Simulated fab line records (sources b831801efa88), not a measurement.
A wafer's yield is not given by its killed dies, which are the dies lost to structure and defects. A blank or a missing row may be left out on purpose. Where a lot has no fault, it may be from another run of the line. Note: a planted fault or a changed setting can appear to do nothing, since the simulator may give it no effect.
Which tool was responsible? || flow gf180mcu || Sampling: 13 lots, 38 wafers, 5 of 602 route steps

## WHAT THE GAUGES SHOWED, per wafer
GF_POLY_GATE_CD_MEAS_18. Usual: cd-nm reads 280.0 nm (standard deviation 1.6).
{"lot": "L827", "measured": "day 9 03:01", "on": "cd-sem-02", "cd-nm (nm)": "278.9 278.6 281.5", "flag": ""}
{"lot": "L828", "measured": "day 9 06:20", "on": "cd-sem-02", "cd-nm (nm)": "279.0 280.2 282.6", "flag": ""}
{"lot": "L829", "measured": "day 9 17:07", "on": "cd-sem-01", "cd-nm (nm)": "278.5 278.6 277.5", "flag": ""}
{"lot": "L830", "measured": "day 10 03:13", "on": "cd-sem-01", "cd-nm (nm)": "279.5 278.8 278.7", "flag": ""}
{"lot": "L831", "measured": "day 10 07:06", "on": "cd-sem-01", "cd-nm (nm)": "277.1 278.8 278.6", "flag": ""}
{"lot": "L832", "measured": "day 10 12:57", "on": "cd-sem-02", "cd-nm (nm)": "278.0 277.4 277.8", "flag": ""}
{"lot": "L837", "measured": "day 12 01:49", "on": "cd-sem-01", "cd-nm (nm)": "278.1 278.0", "flag": ""}
{"lot": "L844", "measured": "day 14 13:26", "on": "cd-sem-01", "cd-nm (nm)": "282.1 280.2 280.7", "flag": ""}
{"lot": "L845", "measured": "day 14 18:32", "on": "cd-sem-01", "cd-nm (nm)": "281.0 280.6 279.0", "flag": ""}
{"lot": "L847", "measured": "day 15 12:14", "on": "cd-sem-02", "cd-nm (nm)": "279.2 279.6 277.9", "flag": ""}
{"lot": "L848", "measured": "day 15 18:31", "on": "cd-sem-01", "cd-nm (nm)": "280.7 278.4 280.4", "flag": ""}
{"lot": "L849", "measured": "day 15 22:47", "on": "cd-sem-02", "cd-nm (nm)": "281.8 281.4 282.1", "flag": ""}
{"lot": "L850", "measured": "day 16 09:14", "on": "cd-sem-02", "cd-nm (nm)": "281.9 282.1 283.3", "flag": ""}

GF_HV_LDD_OVL_MEAS_32. Usual: HV_LDD_02_OVL gives -0.6 nm (standard deviation 1.3).
{"lot": "L827", "measured": "day 11 09:32", "on": "overlay-01", "HV_LDD_02_OVL (nm)": "-1.9 0.8 0.1", "flag": ""}
{"lot": "L828", "measured": "day 11 11:49", "on": "overlay-01", "HV_LDD_02_OVL (nm)": "-0.9 -1.6 -2.5", "flag": ""}
{"lot": "L829", "measured": "day 11 23:43", "on": "overlay-02", "HV_LDD_02_OVL (nm)": "-0.5 -0.8 0.5", "flag": ""}
{"lot": "L830", "measured": "day 12 10:43", "on": "overlay-02", "HV_LDD_02_OVL (nm)": "3.8 2.4 2.0", "flag": ""}
{"lot": "L831", "measured": "day 12 16:01", "on": "overlay-01", "HV_LDD_02_OVL (nm)": "-1.9 -1.3 1.3", "flag": ""}
{"lot": "L832", "measured": "day 12 23:01", "on": "overlay-02", "HV_LDD_02_OVL (nm)": "-1.7 -1.8 -1.7", "flag": ""}
{"lot": "L837", "measured": "day 14 14:39", "on": "overlay-02", "HV_LDD_02_OVL (nm)": "-1.4 -2.7", "flag": ""}
{"lot": "L844", "measured": "day 17 06:47", "on": "overlay-02", "HV_LDD_02_OVL (nm)": "0.7 -1.0 1.8", "flag": ""}
{"lot": "L845", "measured": "day 17 13:22", "on": "overlay-01", "HV_LDD_02_OVL (nm)": "0.5 -1.8 0.3", "flag": ""}
{"lot": "L847", "measured": "day 18 08:58", "on": "overlay-02", "HV_LDD_02_OVL (nm)": "-0.6 -1.5 -0.6", "flag": ""}
{"lot": "L848", "measured": "day 18 14:57", "on": "overlay-01", "HV_LDD_02_OVL (nm)": "-0.9 0.2 -0.3", "flag": ""}
{"lot": "L849", "measured": "day 18 19:58", "on": "overlay-01", "HV_LDD_02_OVL (nm)": "1.4 -1.6 -0.6", "flag": ""}
{"lot": "L850", "measured": "day 19 07:10", "on": "overlay-01", "HV_LDD_02_OVL (nm)": "-0.8 0.1 0.7", "flag": ""}

GF_HV_LDD_RS_MEAS_53: the measuring method here is four-point-probe. Usual: HV_LDD_RS gives 418.0 ohm/sq (standard deviation 0.94).
{"lot": "L827", "measured": "day 12 05:43", "on": "film-metro-01", "HV_LDD_RS (ohm/sq)": "417.8 417.9 418.3", "flag": ""}
{"lot": "L828", "measured": "day 12 07:53", "on": "film-metro-04", "HV_LDD_RS (ohm/sq)": "416.9 416.6 417.1", "flag": ""}
{"lot": "L829", "measured": "day 12 20:14", "on": "film-metro-01", "HV_LDD_RS (ohm/sq)": "418.5 419.8 418.9", "flag": ""}
{"lot": "L830", "measured": "day 13 08:08", "on": "film-metro-03", "HV_LDD_RS (ohm/sq)": "417.3 417.7 419.1", "flag": ""}
{"lot": "L831", "measured": "day 13 14:08", "on": "film-metro-01", "HV_LDD_RS (ohm/sq)": "416.7 417.4 417.1", "flag": ""}
{"lot": "L832", "measured": "day 13 20:16", "on": "film-metro-03", "HV_LDD_RS (ohm/sq)": "417.3 417.9 418.6", "flag": ""}
{"lot": "L837", "measured": "day 15 13:21", "on": "film-metro-04", "HV_LDD_RS (ohm/sq)": "418.6 418.2", "flag": ""}
{"lot": "L844", "measured": "day 18 07:28", "on": "film-metro-04", "HV_LDD_RS (ohm/sq)": "417.4 418.6 418.5", "flag": ""}
{"lot": "L845", "measured": "day 18 14:22", "on": "film-metro-01", "HV_LDD_RS (ohm/sq)": "419.9 419.4 419.4", "flag": ""}
{"lot": "L847", "measured": "day 19 09:55", "on": "film-metro-04", "HV_LDD_RS (ohm/sq)": "418.9 418.8 418.2", "flag": ""}
{"lot": "L848", "measured": "day 19 16:10", "on": "film-metro-01", "HV_LDD_RS (ohm/sq)": "418.4 419.6 417.4", "flag": ""}
{"lot": "L849", "measured": "day 19 20:57", "on": "film-metro-01", "HV_LDD_RS (ohm/sq)": "418.5 418.7 417.7", "flag": ""}
{"lot": "L850", "measured": "day 20 08:50", "on": "film-metro-03", "HV_LDD_RS (ohm/sq)": "418.2 417.6 417.7", "flag": ""}

## TOOL THAT RAN EACH LOT (tool first, then ch and the chambers of the sampled wafers, then the start)
{"lot": "L827", "GF_HV_LDD_COAT_41": "litho-track-03 ch 0, day 11 19:37", "GF_HV_LDD_STRIP_49": "plasma-asher-04 ch 0,1, day 12 05:25"}
{"lot": "L828", "GF_HV_LDD_COAT_41": "litho-track-04 ch 0, day 11 21:40", "GF_HV_LDD_STRIP_49": "plasma-asher-04 ch 0,1, day 12 07:35"}
{"lot": "L829", "GF_HV_LDD_COAT_41": "litho-track-03 ch 0, day 12 09:36", "GF_HV_LDD_STRIP_49": "plasma-asher-04 ch 0,1, day 12 19:54"}
{"lot": "L830", "GF_HV_LDD_COAT_41": "litho-track-01 ch 0, day 12 21:13", "GF_HV_LDD_STRIP_49": "plasma-asher-02 ch 0,1, day 13 07:51"}
{"lot": "L831", "GF_HV_LDD_COAT_41": "litho-track-01 ch 0, day 13 02:46", "GF_HV_LDD_STRIP_49": "plasma-asher-04 ch 0,1, day 13 13:51"}
{"lot": "L832", "GF_HV_LDD_COAT_41": "litho-track-01 ch 0, day 13 09:25", "GF_HV_LDD_STRIP_49": "plasma-asher-02 ch 0,1, day 13 19:59"}
{"lot": "L837", "GF_HV_LDD_COAT_41": "litho-track-01 ch 0, day 15 02:00", "GF_HV_LDD_STRIP_49": "plasma-asher-02 ch 0,1, day 15 13:03"}
{"lot": "L844", "GF_HV_LDD_COAT_41": "litho-track-03 ch 0, day 17 18:42", "GF_HV_LDD_STRIP_49": "plasma-asher-04 ch 0,1, day 18 07:11"}
{"lot": "L845", "GF_HV_LDD_COAT_41": "litho-track-04 ch 0, day 18 01:26", "GF_HV_LDD_STRIP_49": "plasma-asher-04 ch 0,1, day 18 14:00"}
{"lot": "L847", "GF_HV_LDD_COAT_41": "litho-track-01 ch 0, day 18 21:03", "GF_HV_LDD_STRIP_49": "plasma-asher-02 ch 0,1, day 19 09:35"}
{"lot": "L848", "GF_HV_LDD_COAT_41": "litho-track-01 ch 0, day 19 03:19", "GF_HV_LDD_STRIP_49": "plasma-asher-01 ch 0,1, day 19 15:53"}
{"lot": "L849", "GF_HV_LDD_COAT_41": "litho-track-03 ch 0, day 19 08:21", "GF_HV_LDD_STRIP_49": "plasma-asher-02 ch 0, day 19 20:41"}
{"lot": "L850", "GF_HV_LDD_COAT_41": "litho-track-04 ch 0, day 19 19:55", "GF_HV_LDD_STRIP_49": "plasma-asher-04 ch 0,1, day 20 08:33"}
- GF_HV_LDD_COAT_41: resist thk 1000 nm.
- GF_HV_LDD_STRIP_49: strips in O2/N2.

## WHAT THE TOOLS THEMSELVES READ (means of the sampled wafers that have a number; where no wafer has one, the mark that the record gives instead)
GF_HV_LDD_COAT_41. Usual: dispense-pressure-kPa reads 50 kPa (standard deviation 3.2).
{"lot": "L827", "tool": "litho-track-03", "dispense-pressure-kPa (kPa)": 46, "flag": ""}
{"lot": "L828", "tool": "litho-track-04", "dispense-pressure-kPa (kPa)": 55, "flag": ""}
{"lot": "L829", "tool": "litho-track-03", "dispense-pressure-kPa (kPa)": 46, "flag": ""}
{"lot": "L830", "tool": "litho-track-01", "dispense-pressure-kPa (kPa)": 49, "flag": ""}
{"lot": "L831", "tool": "litho-track-01", "dispense-pressure-kPa (kPa)": 49, "flag": ""}
{"lot": "L832", "tool": "litho-track-01", "dispense-pressure-kPa (kPa)": 49, "flag": ""}
{"lot": "L837", "tool": "litho-track-01", "dispense-pressure-kPa (kPa)": 49, "flag": ""}
{"lot": "L844", "tool": "litho-track-03", "dispense-pressure-kPa (kPa)": 46, "flag": ""}
{"lot": "L845", "tool": "litho-track-04", "dispense-pressure-kPa (kPa)": 55, "flag": ""}
{"lot": "L847", "tool": "litho-track-01", "dispense-pressure-kPa (kPa)": 49, "flag": ""}
{"lot": "L848", "tool": "litho-track-01", "dispense-pressure-kPa (kPa)": 49, "flag": ""}
{"lot": "L849", "tool": "litho-track-03", "dispense-pressure-kPa (kPa)": 46, "flag": ""}
{"lot": "L850", "tool": "litho-track-04", "dispense-pressure-kPa (kPa)": 55, "flag": ""}

GF_HV_LDD_STRIP_49. Usual: drypump-motor-current-A 5.3 A, standard deviation 0.38; heater-power-w 314 W, standard deviation 26; oes-product-au 0.716 a.u., standard deviation 0.0044; strip-time-to-endpoint-s 12.65 s, standard deviation 0.036.
{"lot": "L827", "tool": "plasma-asher-04", "drypump-motor-current-A (A)": 5.4, "heater-power-w (W)": 310, "oes-product-au (a.u.)": 0.713, "strip-time-to-endpoint-s (s)": 12.61, "flag": ""}
{"lot": "L828", "tool": "plasma-asher-04", "drypump-motor-current-A (A)": 5.6, "heater-power-w (W)": 288, "oes-product-au (a.u.)": 0.714, "strip-time-to-endpoint-s (s)": 12.62, "flag": ""}
{"lot": "L829", "tool": "plasma-asher-04", "drypump-motor-current-A (A)": 5.4, "heater-power-w (W)": 304, "oes-product-au (a.u.)": 0.715, "strip-time-to-endpoint-s (s)": 12.65, "flag": ""}
{"lot": "L830", "tool": "plasma-asher-02", "drypump-motor-current-A (A)": 5.1, "heater-power-w (W)": 330, "oes-product-au (a.u.)": 0.718, "strip-time-to-endpoint-s (s)": 12.62, "flag": ""}
{"lot": "L831", "tool": "plasma-asher-04", "drypump-motor-current-A (A)": 5.6, "heater-power-w (W)": 289, "oes-product-au (a.u.)": 0.720, "strip-time-to-endpoint-s (s)": 12.62, "flag": ""}
{"lot": "L832", "tool": "plasma-asher-02", "drypump-motor-current-A (A)": 5.2, "heater-power-w (W)": 329, "oes-product-au (a.u.)": 0.713, "strip-time-to-endpoint-s (s)": 12.66, "flag": ""}
{"lot": "L837", "tool": "plasma-asher-02", "drypump-motor-current-A (A)": 5.1, "heater-power-w (W)": 321, "oes-product-au (a.u.)": 0.712, "strip-time-to-endpoint-s (s)": 12.21, "flag": "OFF"}
{"lot": "L844", "tool": "plasma-asher-04", "drypump-motor-current-A (A)": 5.6, "heater-power-w (W)": 289, "oes-product-au (a.u.)": 0.715, "strip-time-to-endpoint-s (s)": 12.59, "flag": ""}
{"lot": "L845", "tool": "plasma-asher-04", "drypump-motor-current-A (A)": 5.4, "heater-power-w (W)": 308, "oes-product-au (a.u.)": 0.715, "strip-time-to-endpoint-s (s)": 12.60, "flag": ""}
{"lot": "L847", "tool": "plasma-asher-02", "drypump-motor-current-A (A)": 5.1, "heater-power-w (W)": 329, "oes-product-au (a.u.)": 0.713, "strip-time-to-endpoint-s (s)": 12.67, "flag": ""}
{"lot": "L848", "tool": "plasma-asher-01", "drypump-motor-current-A (A)": 6.1, "heater-power-w (W)": 354, "oes-product-au (a.u.)": 0.716, "strip-time-to-endpoint-s (s)": 12.68, "flag": ""}
{"lot": "L849", "tool": "plasma-asher-02", "drypump-motor-current-A (A)": 5.3, "heater-power-w (W)": 320, "oes-product-au (a.u.)": 0.712, "strip-time-to-endpoint-s (s)": 12.62, "flag": ""}
{"lot": "L850", "tool": "plasma-asher-04", "drypump-motor-current-A (A)": 5.6, "heater-power-w (W)": 289, "oes-product-au (a.u.)": 0.715, "strip-time-to-endpoint-s (s)": 12.65, "flag": ""}

## THE ANSWER, worked out from the rows above alone
Rule: a lot is off if the mean of its wafers that have a number lies more than 3 standard deviations from the usual mean. Also off: a lot with no number at a reading for which 4 or more lots have one. Where the step has rows for the other lots, those lots are counted as sound. Order of review: gauges by route order, followed by the tools' own readings, for which a lot's mean as printed above is used. The first step at which some lot is off is used, and at that step the reading that is off furthest; a lot without a number counts as furthest.
Off at GF_HV_LDD_STRIP_49 (strip-time-to-endpoint-s): L837.
A tool fits if, at that step or a process step before it, it ran every lot that is off, and no sound lot after the first of them. Not one of the candidates tried fits.

## WHAT WAS PUT IN BY THE SIMULATOR
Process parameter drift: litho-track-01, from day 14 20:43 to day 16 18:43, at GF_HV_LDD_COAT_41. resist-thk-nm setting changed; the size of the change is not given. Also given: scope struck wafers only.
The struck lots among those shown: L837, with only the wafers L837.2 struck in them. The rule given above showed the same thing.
